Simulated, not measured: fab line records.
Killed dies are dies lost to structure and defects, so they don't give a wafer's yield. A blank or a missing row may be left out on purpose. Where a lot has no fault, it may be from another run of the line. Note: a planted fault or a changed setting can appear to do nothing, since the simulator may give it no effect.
The tool behind it: which one? || flow gf180mcu || Sampling: 11 lots, 33 wafers, 4 of 602 route steps

== WHAT THE GAUGES READ, wafer by wafer ==
GF_HV_LDD_TW_MEAS_11.
{"lot": "L412", "measured": "day 10 11:06", "on": "film_metro-01", "HV_LDD_TW": "2413 2420 2419"}
{"lot": "L413", "measured": "day 10 15:35", "on": "film_metro-01", "HV_LDD_TW": "2425 2423 2431"}
{"lot": "L414", "measured": "day 11 00:53", "on": "film_metro-01", "HV_LDD_TW": "2413 2405 2403"}
{"lot": "L415", "measured": "day 11 07:37", "on": "film_metro-02", "HV_LDD_TW": "2394 2388 2392"}
{"lot": "L416", "measured": "day 11 09:34", "on": "film_metro-01", "HV_LDD_TW": "2416 2407 2418"}
{"lot": "L418", "measured": "day 12 04:59", "on": "film_metro-02", "HV_LDD_TW": "2394 2412 2432"}
{"lot": "L419", "measured": "day 12 08:55", "on": "film_metro-01", "HV_LDD_TW": "2403 2413 2414"}
{"lot": "L420", "measured": "day 12 16:40", "on": "film_metro-03", "HV_LDD_TW": "2416 2409 2419"}
{"lot": "L425", "measured": "day 14 08:40", "on": "film_metro-01", "HV_LDD_TW": "2841 2866 2847"}
{"lot": "L426", "measured": "day 14 16:58", "on": "film_metro-01", "HV_LDD_TW": "2848 2843 2855"}
{"lot": "L431", "measured": "day 16 12:34", "on": "film_metro-02", "HV_LDD_TW": "2416 2405 2410"}

== TOOL THAT RAN EACH LOT (tool first, then ch and the chambers of the sampled wafers, then the start) ==
{"lot": "L412", "GF_STI_STRIP_15": "plasma_asher-04 ch 0,1, day 2 06:52", "GF_POLY_GATE_ETCH_12": "rie_diel-02 ch 0,1,3, day 9 12:32", "GF_HV_LDD_IMPLANT_09": "implanter-01 ch 0, day 10 10:52"}
{"lot": "L413", "GF_STI_STRIP_15": "plasma_asher-01 ch 0,1, day 2 12:17", "GF_POLY_GATE_ETCH_12": "rie_diel-02 ch 1,2, day 9 19:35", "GF_HV_LDD_IMPLANT_09": "implanter-01 ch 0, day 10 15:22"}
{"lot": "L414", "GF_STI_STRIP_15": "plasma_asher-01 ch 0,1, day 2 16:44", "GF_POLY_GATE_ETCH_12": "rie_diel-01 ch 1,2,3, day 10 02:25", "GF_HV_LDD_IMPLANT_09": "implanter-03 ch 0, day 11 00:38"}
{"lot": "L415", "GF_STI_STRIP_15": "plasma_asher-01 ch 0,1, day 3 00:43", "GF_POLY_GATE_ETCH_12": "rie_diel-03 ch 0,1,2, day 10 10:40", "GF_HV_LDD_IMPLANT_09": "implanter-03 ch 0, day 11 07:22"}
{"lot": "L416", "GF_STI_STRIP_15": "plasma_asher-04 ch 0,1, day 3 03:01", "GF_POLY_GATE_ETCH_12": "rie_diel-02 ch 0,1,2, day 10 13:05", "GF_HV_LDD_IMPLANT_09": "implanter-01 ch 0, day 11 09:20"}
{"lot": "L418", "GF_STI_STRIP_15": "plasma_asher-04 ch 0,1, day 3 13:35", "GF_POLY_GATE_ETCH_12": "rie_diel-03 ch 1,2,3, day 11 06:53", "GF_HV_LDD_IMPLANT_09": "implanter-03 ch 0, day 12 04:44"}
{"lot": "L419", "GF_STI_STRIP_15": "plasma_asher-01 ch 1, day 3 18:50", "GF_POLY_GATE_ETCH_12": "rie_diel-01 ch 0,1,3, day 11 11:56", "GF_HV_LDD_IMPLANT_09": "implanter-03 ch 0, day 12 08:40"}
{"lot": "L420", "GF_STI_STRIP_15": "plasma_asher-01 ch 0,1, day 4 00:58", "GF_POLY_GATE_ETCH_12": "rie_diel-01 ch 1,2,3, day 11 19:31", "GF_HV_LDD_IMPLANT_09": "implanter-03 ch 0, day 12 16:26"}
{"lot": "L425", "GF_STI_STRIP_15": "plasma_asher-01 ch 0,1, day 5 04:32", "GF_POLY_GATE_ETCH_12": "rie_diel-02 ch 0,1,2, day 13 10:47", "GF_HV_LDD_IMPLANT_09": "implanter-01 ch 0, day 14 08:25"}
{"lot": "L426", "GF_STI_STRIP_15": "plasma_asher-01 ch 1, day 5 06:55", "GF_POLY_GATE_ETCH_12": "rie_diel-03 ch 0,2, day 13 18:29", "GF_HV_LDD_IMPLANT_09": "implanter-01 ch 0, day 14 16:44"}
{"lot": "L431", "GF_STI_STRIP_15": "plasma_asher-01 ch 0,1, day 6 09:56", "GF_POLY_GATE_ETCH_12": "rie_diel-01 ch 0,1,2, day 15 11:53", "GF_HV_LDD_IMPLANT_09": "implanter-04 ch 0, day 16 12:20"}
- GF_STI_STRIP_15: strips in O2/N2.
- GF_POLY_GATE_ETCH_12: etches BARC in N2/H2.
- GF_HV_LDD_IMPLANT_09

== THE ANSWER, worked out from the rows above alone ==
Rule: the lots themselves supply what counts as usual. Put in order of their means at a reading, lots are off if they are a third of the lots or fewer, leave a main group of 4 or more, and stand apart from it by a gap of 3 or more times the standard deviation of the main group's means; of several such gaps the widest counts. A main group whose means are all the same, to the digits that the tables above print for the reading, isn't used. Also off: a lot with no number at a reading for which 4 or more lots have one. Where the step has rows for the other lots, those lots are counted as sound.
Off: L425, L426, seen at GF_HV_LDD_TW_MEAS_11 (HV_LDD_TW). Main group: mean 2411, sd 8.8.
If a tool, at a process step before that reading, ran all the lots that are off and no sound lot after the first of them, it fits. The gauges at GF_HV_LDD_TW_MEAS_11 are tried like those tools. 2 tools fit, implanter-01 at GF_HV_LDD_IMPLANT_09 and film_metro-01 at GF_HV_LDD_TW_MEAS_11, so this cannot tell which one it is.

== WHAT HAD BEEN PUT IN BY THE SIMULATOR ==
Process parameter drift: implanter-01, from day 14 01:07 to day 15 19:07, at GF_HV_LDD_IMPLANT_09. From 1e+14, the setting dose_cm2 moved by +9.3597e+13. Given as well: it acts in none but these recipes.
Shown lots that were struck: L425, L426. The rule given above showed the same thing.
